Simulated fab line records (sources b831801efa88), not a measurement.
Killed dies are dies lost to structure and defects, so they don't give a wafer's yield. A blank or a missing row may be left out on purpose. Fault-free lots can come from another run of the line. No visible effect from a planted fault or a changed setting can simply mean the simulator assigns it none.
fab line records | flow sky130 | part 2 of 2: steps 44 to 44 of 44
record: lots: 6 wafers: 18 last_day: 50
route steps=708 shown VIA3@588 METAL4@598 CAP2M@603 PAD_OPEN@708
lots with no fault: from the same line, run without faults
start_h: hours from the record's first day to the start of the lot's first wafer shown | wait_h: hours elapsed since this lot's preceding step | " repeats the value in the row above | L1.1+2: several wafers, shown together as one row | - no value, or no start was given | * or withheld: withheld | < > ~ a bound
route shown NAME@n: names a module that has steps shown in the file, with the first one's number in the route | usual: mean and standard deviation over wafers with no fault | same: alike in all rows | chamber/n: place in a boat | sites: readings site by site | _std_site: the values' standard deviation | _edge_site: mean of outer sites minus mean of inner sites | radius_mm: for every site, how far away it sits from the centre of the wafer | mask NAME#n: copy n | behind: the last tool/chamber to shape the wafer | hold: why the lot went on hold/how many hours it stayed there/how the hold came to an end | device: the transistor (n, p or np) that didn't switch | end of line: at the end of the route, the tests of the same wafers | a step without rows: its recipe alone | killed: count of dies lost to structure and defects at first sort (not the wafer's yield) | map: a wafer's dies, x killed, . not, _ none there
set.NAME: the setting that was run; set.NAME@STEP: the one run at that earlier step | model.NAME: the simulator's own value behind a step, which no gauge read
certain route steps with their lots: each step a table, each wafer a row
services: the hour from which a tool's chamber was out of use, counted from the record's first day as start_h (under 0 if before that day), plus the number of hours and why
== steps ==
step: SKY_PAD_OPEN_PROBE_99
usual: defect_limited_yield: 82.1/1.9 killed_at_M0_to_M3: 45/6.8 killed_at_M4_up: 3.0/1.7 killed_at_contacts: 25/5.7 killed_at_front_end: 15/4.6 killed_at_other: 0.3/0.66 killed_dies: 88/9.5 killed_open: 48/7.3 killed_short: 39/6.5 sort_bin_3_pad_short: 0.9/0.47 sort_bin_5_function: 10.6/1.5 sort_bin_6_memory: 6.4/1.2 sort_n_pass: 404/9.5 sort_yield_pct: 82.1/1.9
same: gross_dies: 492 killed_at_back_side: 0 sort_bin_4_leakage[%]: 0 sort_bin_8_speed[%]: 0
columns lot.wafer tool chamber start_h wait_h defect_limited_yield[%] killed_at_M0_to_M3 killed_at_M4_up killed_at_contacts killed_at_front_end killed_at_other killed_dies killed_open killed_short sort_bin_3_pad_short[%] sort_bin_5_function[%] sort_bin_6_memory[%] sort_n_pass sort_yield_pct[%] model.etest.met4.rs_ohm_sq
L597.1 prober-01 - 1071.60 0.1 79.9 47 5 26 21 0 99 47 51 0.6 9.1 10.4 393 79.9 0.04242
L597.4 prober-01 - 1071.75 0.2 80.1 40 3 29 26 0 98 52 46 1.0 11.8 7.1 394 80.1 0.04307
L597.5 prober-01 - 1071.80 0.2 85.0 33 4 22 15 0 74 40 34 0.8 7.9 6.3 418 85.0 0.04229
L599.2 prober-01 - 1088.25 0.1 84.6 42 3 15 15 1 76 37 38 1.2 9.1 5.1 416 84.6 0.04301
L599.3 prober-01 - 1088.30 0.2 81.1 52 1 21 19 0 93 53 39 1.0 11.0 6.9 399 81.1 0.0411
L599.4 prober-01 - 1088.35 0.2 84.3 32 1 28 16 0 77 51 25 0.6 10.0 5.1 415 84.3 0.04251
L601.2 prober-02 - 1104.56 0.1 80.7 48 4 28 15 0 95 41 54 1.2 11.8 6.3 397 80.7 0.04317
L601.4 prober-02 - 1104.66 0.2 84.3 39 6 20 12 0 77 39 38 0.4 8.9 6.3 415 84.3 0.04168
L601.6 prober-02 - 1104.76 0.2 77.2 56 3 36 16 1 112 62 50 0.8 13.0 8.9 380 77.2 0.04297
L615.2 prober-02 - 1174.86 0.1 82.9 43 2 24 14 1 84 47 36 0.4 10.8 5.9 408 82.9 0.04317
L615.4 prober-02 - 1174.96 0.2 79.5 57 4 27 13 0 101 67 34 1.0 11.6 7.9 391 79.5 0.0436
L615.6 prober-02 - 1175.06 0.2 83.3 54 2 15 10 1 82 42 39 0.8 11.2 4.7 410 83.3 0.04333
L616.1 prober-01 - 1181.65 0.1 82.3 39 2 27 19 0 87 56 31 0.8 9.6 7.3 405 82.3 0.04218
L616.2 prober-01 - 1181.70 0.1 82.7 46 2 22 15 0 85 42 43 1.2 11.2 4.9 407 82.7 0.04245
L616.4 prober-01 - 1181.80 0.2 85.4 34 3 25 9 1 72 41 30 0.4 9.6 4.7 420 85.4 0.04298
L619.2 prober-01 - 1193.39 0.1 78.0 56 5 32 15 0 108 58 50 0.8 14.4 6.7 384 78.0 0.0431
L619.4 prober-01 - 1193.49 0.2 80.3 49 2 33 12 1 97 46 50 0.8 10.0 8.9 395 80.3 0.04299
L619.5 prober-01 - 1193.54 0.2 84.6 40 2 20 12 2 76 43 31 0.4 10.2 4.9 416 84.6 0.04356
killed by level:class
L597.1 VIA1:geometric_particle:open=13 CONTACT:geometric_particle:open=12 FIELD_ISO:geometric_particle:short=9 VIA1:geometric_particle:short=7 METAL2:geometric_particle:short=7 METAL1:geometric_particle:short=6 VIA2:geometric_particle:open=6 FIELD_ISO:geometric_particle:open=4
L597.4 LI_CONTACT:geometric_particle:open=10 VIA2:geometric_particle:open=9 POLY_GATE:geometric_particle:short=7 VIA1:geometric_particle:open=7 CONTACT:geometric_particle:open=7 METAL2:geometric_particle:short=6 FIELD_ISO:geometric_particle:open=5 LI_CONTACT:geometric_particle:short=5
L597.5 CONTACT:geometric_particle:open=9 VIA2:geometric_particle:open=9 FIELD_ISO:geometric_particle:open=5 LOCAL_INTERCONNECT:geometric_particle:short=5 VIA1:geometric_particle:open=5 FIELD_ISO:geometric_particle:short=4 LI_CONTACT:geometric_particle:open=4 VIA1:geometric_particle:short=4
L599.2 VIA1:geometric_particle:open=10 LI_CONTACT:geometric_particle:open=7 VIA1:geometric_particle:short=7 METAL1:geometric_particle:short=7 VIA3:geometric_particle:open=5 VIA2:geometric_particle:open=5 POLY_GATE:geometric_particle:open=4 VIA2:geometric_particle:short=4
L599.3 VIA1:geometric_particle:open=12 VIA2:geometric_particle:open=11 VIA1:geometric_particle:short=7 VIA3:geometric_particle:open=7 POLY_GATE:geometric_particle:open=6 FIELD_ISO:geometric_particle:short=5 CONTACT:geometric_particle:short=5 LI_CONTACT:geometric_particle:open=5
L599.4 LI_CONTACT:geometric_particle:open=11 VIA1:geometric_particle:open=8 CONTACT:geometric_particle:open=7 FIELD_ISO:geometric_particle:open=5 CONTACT:geometric_particle:short=5 METAL2:geometric_particle:short=5 VIA1:geometric_particle:short=4 VIA2:geometric_particle:open=4
L601.2 CONTACT:geometric_particle:open=9 METAL2:geometric_particle:short=9 VIA1:geometric_particle:open=8 VIA2:geometric_particle:open=8 POLY_GATE:geometric_particle:short=7 LI_CONTACT:geometric_particle:open=6 VIA2:geometric_particle:short=6 CONTACT:geometric_particle:short=5
L601.4 CONTACT:geometric_particle:short=7 VIA1:geometric_particle:open=7 CONTACT:geometric_particle:open=6 VIA2:geometric_particle:short=6 VIA2:geometric_particle:open=6 METAL2:geometric_particle:short=5 VIA1:geometric_particle:short=4 VIA3:geometric_particle:open=4
L601.6 VIA1:geometric_particle:open=14 LI_CONTACT:geometric_particle:open=12 CONTACT:geometric_particle:open=11 LOCAL_INTERCONNECT:geometric_particle:short=8 VIA1:geometric_particle:short=6 VIA2:geometric_particle:open=6 FIELD_ISO:geometric_particle:short=5 VIA3:geometric_particle:short=5
L615.2 VIA1:geometric_particle:open=12 LI_CONTACT:geometric_particle:open=7 CONTACT:geometric_particle:open=7 VIA2:geometric_particle:open=6 POLY_GATE:geometric_particle:open=5 CONTACT:geometric_particle:short=5 VIA1:geometric_particle:short=5 METAL2:geometric_particle:short=5
L615.4 LI_CONTACT:geometric_particle:open=16 VIA1:geometric_particle:open=13 VIA3:geometric_particle:open=10 CONTACT:geometric_particle:open=7 VIA1:geometric_particle:short=7 METAL2:geometric_particle:short=7 FIELD_ISO:geometric_particle:open=5 METAL1:geometric_particle:short=5
L615.6 VIA1:geometric_particle:open=9 VIA2:geometric_particle:open=9 METAL2:geometric_particle:short=9 VIA3:geometric_particle:open=7 VIA1:geometric_particle:short=5 VIA3:geometric_particle:short=5 LI_CONTACT:geometric_particle:open=4 CONTACT:geometric_particle:short=4
L616.1 VIA1:geometric_particle:open=11 LI_CONTACT:geometric_particle:open=10 CONTACT:geometric_particle:open=8 FIELD_ISO:geometric_particle:short=6 VIA3:geometric_particle:open=6 VIA2:geometric_particle:open=6 METAL1:geometric_particle:short=5 CONTACT:geometric_particle:short=5
L616.2 METAL1:geometric_particle:short=10 LI_CONTACT:geometric_particle:open=9 VIA3:geometric_particle:open=7 FIELD_ISO:geometric_particle:short=6 VIA2:geometric_particle:open=6 CONTACT:geometric_particle:short=6 FIELD_ISO:geometric_particle:open=5 VIA1:geometric_particle:short=5
L616.4 LI_CONTACT:geometric_particle:open=8 CONTACT:geometric_particle:open=8 VIA2:geometric_particle:open=7 VIA3:geometric_particle:open=5 VIA1:geometric_particle:open=5 METAL2:geometric_particle:short=5 VIA2:geometric_particle:short=4 FIELD_ISO:geometric_particle:short=3
L619.2 CONTACT:geometric_particle:open=14 VIA1:geometric_particle:open=13 METAL2:geometric_particle:short=8 CONTACT:geometric_particle:short=7 METAL1:geometric_particle:short=7 VIA2:geometric_particle:open=7 LI_CONTACT:geometric_particle:open=6 METAL3:geometric_particle:short=5
L619.4 CONTACT:geometric_particle:open=10 CONTACT:geometric_particle:short=9 VIA1:geometric_particle:open=9 VIA2:geometric_particle:open=9 VIA2:geometric_particle:short=8 LI_CONTACT:geometric_particle:open=7 METAL1:geometric_particle:short=6 METAL2:geometric_particle:short=5
L619.5 VIA1:geometric_particle:open=13 CONTACT:geometric_particle:open=7 METAL2:geometric_particle:short=7 LI_CONTACT:geometric_particle:open=6 VIA2:geometric_particle:open=6 METAL1:geometric_particle:short=5 FIELD_ISO:geometric_particle:short=3 FIELD_ISO:geometric_particle:open=3
== services ==
columns tool chamber start_h hours kind
rie_metal-04 1 904.68 99.6 repair
rie_metal-02 - 905.43 2.8 pm
rie_diel-03 - 913.74 2.8 pm
rie_metal-02 0 918.22 1.0 repair
rie_metal-02 1 920.77 2.5 repair
rie_diel-03 2 935.19 2.5 repair
rie_metal-03 1 936.64 28.2 repair
rie_diel-04 3 939.69 2.0 repair
rie_diel-02 - 975.28 15.5 repair
rie_diel-04 - 978.72 2.8 pm
pecvd-01 0 988.28 3.9 repair
rie_metal-03 1 992.30 8.1 repair
rie_diel-03 0 993.56 6.4 repair
pecvd-02 - 1006.86 1.7 repair
rie_diel-02 0 1023.47 1.5 repair
rie_diel-02 0 1043.97 7.4 repair
rie_metal-03 - 1045.26 1.4 repair
rie_metal-02 - 1045.87 0.3 repair
pecvd-03 - 1047.80 0.4 repair
pvd_sputter-01 - 1049.02 1.7 repair
pvd_sputter-01 - 1062.95 0.6 repair
rie_diel-02 - 1078.57 14.6 pm
pvd_sputter-03 - 1115.68 1.0 repair
rie_diel-04 2 1116.01 4.8 repair
== key ==
first_sign: step: SKY_METAL4_SPUTTER_02 reading: chamber_pressure_pa direction: down sigmas: 79 usual: 0.4000 struck: 0.3394
effect: step: SKY_METAL4_SPUTTER_02 reading: throttle_valve_pct direction: up sigmas: 2.7 usual: 29.8 struck: 32.9
model_effect: step: SKY_METAL4_SPUTTER_02 value: AlCu_of_METAL4_SPUTTER_02.thk_nm without: 735.3 struck: 759.1
model_effect: step: SKY_METAL4_METAL_ETCH_18 value: METAL4.feature_depth_nm without: 864.1 struck: 887.9
model_effect: step: SKY_PAD_OPEN_PROBE_99 value: etest.met4.rs_ohm_sq without: 0.04274 struck: 0.04139
met_at SKY_METAL4_SPUTTER_02
struck_wafers L599.3,L601.4
fault: kind: process_parameter_drift tool: pvd_sputter-04 chamber: - onset_h: 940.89 steps: SKY_METAL4_SPUTTER_02 channel: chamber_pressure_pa offset: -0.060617 shape: step end_h: 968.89 acts_in: these_recipes_only stated: 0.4 scope: struck_wafers_only
